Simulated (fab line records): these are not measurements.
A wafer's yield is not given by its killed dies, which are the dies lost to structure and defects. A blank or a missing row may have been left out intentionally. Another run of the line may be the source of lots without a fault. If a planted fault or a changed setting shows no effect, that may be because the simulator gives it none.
The tool behind it: which one? -- flow gf180mcu -- 30 wafers from 10 lots sampled at 5 of the route's 602 steps

WHAT EACH GAUGE READ, for each wafer
GF_V4_OVL_MEAS_15.
lot,measured,on,V4_OVL (nm)
L756,day 24 08:07,overlay-01,-7 -12 -9
L757,day 24 18:41,overlay-02,3 1 4
L759,day 25 11:44,overlay-02,8 2 -1
L762,day 26 18:31,overlay-02,-2 -1 0
L763,day 26 22:31,overlay-02,-4 -8 -5
L764,day 27 13:57,overlay-01,-8 -3 6
L774,day 30 01:54,overlay-01,-2 -4 -5
L776,day 30 15:38,overlay-01,-2 -1 -2
L777,day 30 20:56,overlay-01,-12 -10 -6
L778,day 31 03:04,overlay-02,-7 -11 -8

GF_MIM_THK_MEAS_11: measures by xrf.
lot,measured,on,MIM_ALCU_THK (nm)
L756,day 24 10:05,film-metro-02,196.6 198.6 193.9
L757,day 24 20:37,film-metro-01,199.9 196.9 198.2
L759,day 25 13:40,film-metro-03,196.8 198.6 197.8
L762,day 26 20:30,film-metro-03,208.9 211.4 210.0
L763,day 27 00:28,film-metro-02,210.7 211.9 207.4
L764,day 27 15:55,film-metro-02,196.3 197.2 198.0
L774,day 30 03:56,film-metro-03,196.2 196.8 196.9
L776,day 30 17:40,film-metro-03,198.2 197.5 198.3
L777,day 30 22:56,film-metro-01,198.1 198.7 197.4
L778,day 31 05:10,film-metro-01,196.4 195.2 195.7

TOOL THAT RAN EACH LOT (tool first, then ch and the chambers of the sampled wafers, then the start)
lot,GF_V4_CMP_26,GF_MIM_SPUTTER_00,GF_MIM_SPUTTER_09
L756,"cmp-02 ch 0,2,3, day 24 09:20","pvd-sputter-03, day 24 09:32","pvd-sputter-02, day 24 09:55"
L757,"cmp-01 ch 0,1,2, day 24 19:46","pvd-sputter-02, day 24 20:04","pvd-sputter-04, day 24 20:26"
L759,"cmp-02 ch 1,3, day 25 12:50","pvd-sputter-03, day 25 13:08","pvd-sputter-04, day 25 13:31"
L762,"cmp-01 ch 0,2, day 26 19:43","pvd-sputter-03, day 26 19:58","pvd-sputter-04, day 26 20:20"
L763,"cmp-01 ch 1,3, day 26 23:41","pvd-sputter-04, day 26 23:56","pvd-sputter-02, day 27 00:19"
L764,"cmp-02 ch 0,2,3, day 27 15:07","pvd-sputter-03, day 27 15:22","pvd-sputter-02, day 27 15:45"
L774,"cmp-02 ch 0,3, day 30 03:05","pvd-sputter-02, day 30 03:23","pvd-sputter-03, day 30 03:46"
L776,"cmp-02 ch 0,2,3, day 30 16:50","pvd-sputter-02, day 30 17:08","pvd-sputter-04, day 30 17:31"
L777,"cmp-02 ch 0,2, day 30 22:10","pvd-sputter-04, day 30 22:25","pvd-sputter-02, day 30 22:47"
L778,"cmp-01 ch 0,3, day 31 04:22","pvd-sputter-02, day 31 04:37","pvd-sputter-04, day 31 05:00"
- GF_V4_CMP_26: polishes, stops on SiO2, t overpolish 15 s, target thk 0 nm.
- GF_MIM_SPUTTER_00: material Ti, target thk 37.5 nm, time 150 s.
- GF_MIM_SPUTTER_09: material TiN, target thk 35 nm, time 29.2 s.

WHAT THE TOOLS THEMSELVES READ (means of the sampled wafers that have a number; where no wafer has one, the mark that the record gives instead)
GF_V4_CMP_26.
lot,tool,motor-current-A (A),overpolish-run-s (s),platen-rpm (rpm),time-to-endpoint-s (s)
L756,cmp-02,10.9,15.008,60.00,83.8
L757,cmp-01,10.7,14.997,60.03,83.0
L759,cmp-02,11.4,15.004,60.00,87.4
L762,cmp-01,10.5,14.995,59.97,87.8
L763,cmp-01,12.3,15.005,60.01,83.2
L764,cmp-02,11.1,14.991,59.98,84.1
L774,cmp-02,10.3,14.993,60.00,83.6
L776,cmp-02,11.0,14.991,60.01,85.3
L777,cmp-02,11.4,15.001,60.02,87.4
L778,cmp-01,11.7,15.002,60.02,88.3

GF_MIM_SPUTTER_00.
lot,tool,cathode-dc-power-W (W),chamber-pressure-pa (Pa),substrate-temp-c (C),throttle-valve-pct (%)
L756,pvd-sputter-03,3999.3,2.002,199.97,29.5
L757,pvd-sputter-02,4000.8,1.999,199.89,28.3
L759,pvd-sputter-03,4000.2,2.000,199.91,29.1
L762,pvd-sputter-03,4000.4,1.999,200.03,29.4
L763,pvd-sputter-04,3999.8,2.002,200.11,30.1
L764,pvd-sputter-03,3999.9,2.004,200.03,28.9
L774,pvd-sputter-02,4000.1,1.996,199.97,28.7
L776,pvd-sputter-02,4000.6,1.998,199.93,28.9
L777,pvd-sputter-04,4000.0,1.995,200.05,29.6
L778,pvd-sputter-02,4000.3,1.999,200.11,28.8

GF_MIM_SPUTTER_09.
lot,tool,cathode-dc-power-W (W),chamber-pressure-pa (Pa),throttle-valve-pct (%)
L756,pvd-sputter-02,6500.6,0.4007,27.9
L757,pvd-sputter-04,6500.4,0.4000,30.2
L759,pvd-sputter-04,6500.8,0.4003,30.3
L762,pvd-sputter-04,-,-,-
L763,pvd-sputter-02,-,-,-
L764,pvd-sputter-02,6499.9,0.3993,29.1
L774,pvd-sputter-03,6499.6,0.4004,30.3
L776,pvd-sputter-04,6500.0,0.3997,30.2
L777,pvd-sputter-02,6498.9,0.3997,28.8
L778,pvd-sputter-04,6501.0,0.4001,30.3

THE ANSWER, worked out from the rows above alone
Rule: the usual values come from the lots themselves. Put in order of their means at a reading, lots are off if they are a third of the lots or fewer, leave a main group of 4 or more, and stand apart from it by a gap of 3 or more times the standard deviation of the main group's means; of several such gaps the widest counts. Not used: any main group whose means are identical at the precision the tables above print for the reading. Also off: a lot with no number at a reading for which 4 or more lots have one. Where the step has rows for the other lots, those lots are counted as sound. The gauges are gone through in route order, then the tools' own readings, and for those a lot's mean is taken as printed above. The first step at which some lot is off is used, and at that step the reading that is off furthest; a lot without a number counts as furthest.
Off: L762, L763, seen at GF_MIM_THK_MEAS_11 (MIM_ALCU_THK). For the main group the mean is 197.3 nm and the standard deviation 0.87.
If a tool, at a process step before that reading, ran all the lots that are off and no sound lot after the first of them, it fits. Not tried: the gauges at GF_MIM_THK_MEAS_11; whatever is off there is also off at GF_MIM_SPUTTER_09, on other tools, and gauge error can't account for it. Not one of the candidates tried fits.

WHAT THE SIMULATOR HAD INSERTED
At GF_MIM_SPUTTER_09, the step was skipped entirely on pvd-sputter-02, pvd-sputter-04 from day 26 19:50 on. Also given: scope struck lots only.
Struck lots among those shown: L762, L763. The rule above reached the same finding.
